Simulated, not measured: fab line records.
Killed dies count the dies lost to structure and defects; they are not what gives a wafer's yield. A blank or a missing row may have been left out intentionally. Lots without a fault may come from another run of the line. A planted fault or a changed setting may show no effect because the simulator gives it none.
The same fault as seen by 2 desks :: flow gf180mcu :: each desk holds nothing but its own numbers, with what lay behind them at the end

## AT THE TOOL OWNER'S DESK: implanter-03
GF_VT_IMPLANT_IMPLANT_19, tool's own readings: per-lot mean of the sampled wafers with a number, covering each lot this tool ran. If a lot's mean is further than 4 standard deviations from the usual mean, the lot is out of limits and carries the mark OUT (the distance appears in the brackets).
Columns: A = beam-energy-keV at GF_VT_IMPLANT_IMPLANT_19, usual 99.997; B = dose-ions-cm2 at GF_VT_IMPLANT_IMPLANT_19, usual 4.35e+12
lot: L450
first seen here: day 8 12:26
A: 100.027
B: 4.36e+12

lot: L451
first seen here: day 8 19:36
A: 99.973
B: 4.35e+12

lot: L452
first seen here: day 9 05:04
A: 81.741 (-99 or more) OUT
B: 4.35e+12

lot: L453
first seen here: day 9 08:59
A: 81.774 (-99 or more) OUT
B: 4.34e+12

lot: L454
first seen here: day 9 16:14
A: 81.709 (-99 or more) OUT
B: 4.35e+12
Finding of this desk: L452, L453, L454 out of limits; the first was L452 at day 9 05:04, on beam-energy-keV at GF_VT_IMPLANT_IMPLANT_19. L450, L451: within limits.

## METROLOGY DESK
What the gauges read, lot by lot, whatever tool the lot ran on: means of the sampled wafers that have a number. If a lot's mean is further than 4 standard deviations from the usual mean, the lot is out of limits and carries the mark OUT (the distance appears in the brackets).
Columns: A = MVSD_OVL at GF_MVSD_OVL_MEAS_07, usual -0.4 nm; B = MVPSD_OVL at GF_MVPSD_OVL_MEAS_07, usual 0.1 nm; C = VT_IMPLANT_2_TW at GF_VT_IMPLANT_TW_MEAS_21, usual 1228; D = VT_IMPLANT_02_OVL at GF_VT_IMPLANT_OVL_MEAS_29, usual 0.4 nm
lot: L441
first seen here: day 4 09:22
A: -0.8
B: -2.3
C: 1213
D: 1.9

lot: L443
first seen here: day 4 22:43
A: 1.5
B: -0.6
C: 1211
D: -1.6

lot: L445
first seen here: day 5 10:22
A: -0.0
B: 0.4
C: 1239
D: 0.9

lot: L446
first seen here: day 5 15:25
A: -0.4
B: 1.3
C: 1231
D: 0.6

lot: L450
first seen here: day 6 12:58
A: -1.4
B: 1.4
C: 1218
D: -0.7

lot: L451
first seen here: day 6 19:10
A: -1.9
B: -0.6
C: 1242
D: 0.5

lot: L452
first seen here: day 7 03:01
A: 1.5
B: 1.4
C: 1160 (-6.2) OUT
D: -0.9

lot: L453
first seen here: day 7 06:16
A: 0.6
B: 0.4
C: 1172 (-5.1) OUT
D: 0.8

lot: L454
first seen here: day 7 14:19
A: -2.3
B: -0.5
C: 1158 (-6.4) OUT
D: 0.8

lot: L455
first seen here: day 7 18:44
A: -1.1
B: 1.7
C: 1230
D: -0.9

lot: L456
first seen here: day 8 00:31
A: 0.8
B: -1.9
C: 1242
D: 0.2

lot: L457
first seen here: day 8 08:10
A: 0.9
B: 1.4
C: 1221
D: 0.1

lot: L462
first seen here: day 9 11:10
A: -2.8
B: -2.0
C: 1225
D: 0.2

lot: L463
first seen here: day 9 17:49
A: 0.4
B: 0.6
C: 1217
D: 0.4
This desk's result: L452, L453, L454 out of limits, first on L452 (VT_IMPLANT_2_TW at GF_VT_IMPLANT_TW_MEAS_21), day 9 05:18. L441, L443, L445, L446, L450, L451, L455, L456, L457, L462, L463: within limits.

## BROUGHT TOGETHER
The tool owner's desk had the chance to raise an alarm at day 9 05:04 on L452, L453, L454.
Metrology desk: alarm possible at day 9 05:18 on L452, L453, L454.
All the named lots went through GF_VT_IMPLANT_IMPLANT_19 on implanter-03.

## WHAT WAS PUT IN BY THE SIMULATOR
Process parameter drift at GF_VT_IMPLANT_IMPLANT_19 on implanter-03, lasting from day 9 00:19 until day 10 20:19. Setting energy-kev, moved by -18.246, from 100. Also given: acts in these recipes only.
Lots struck among those shown: L452, L453, L454.
Delay (hours) between the fault's onset and each desk's first out-of-limits reading: 5 at the tool owner's desk, 5 at the metrology desk.
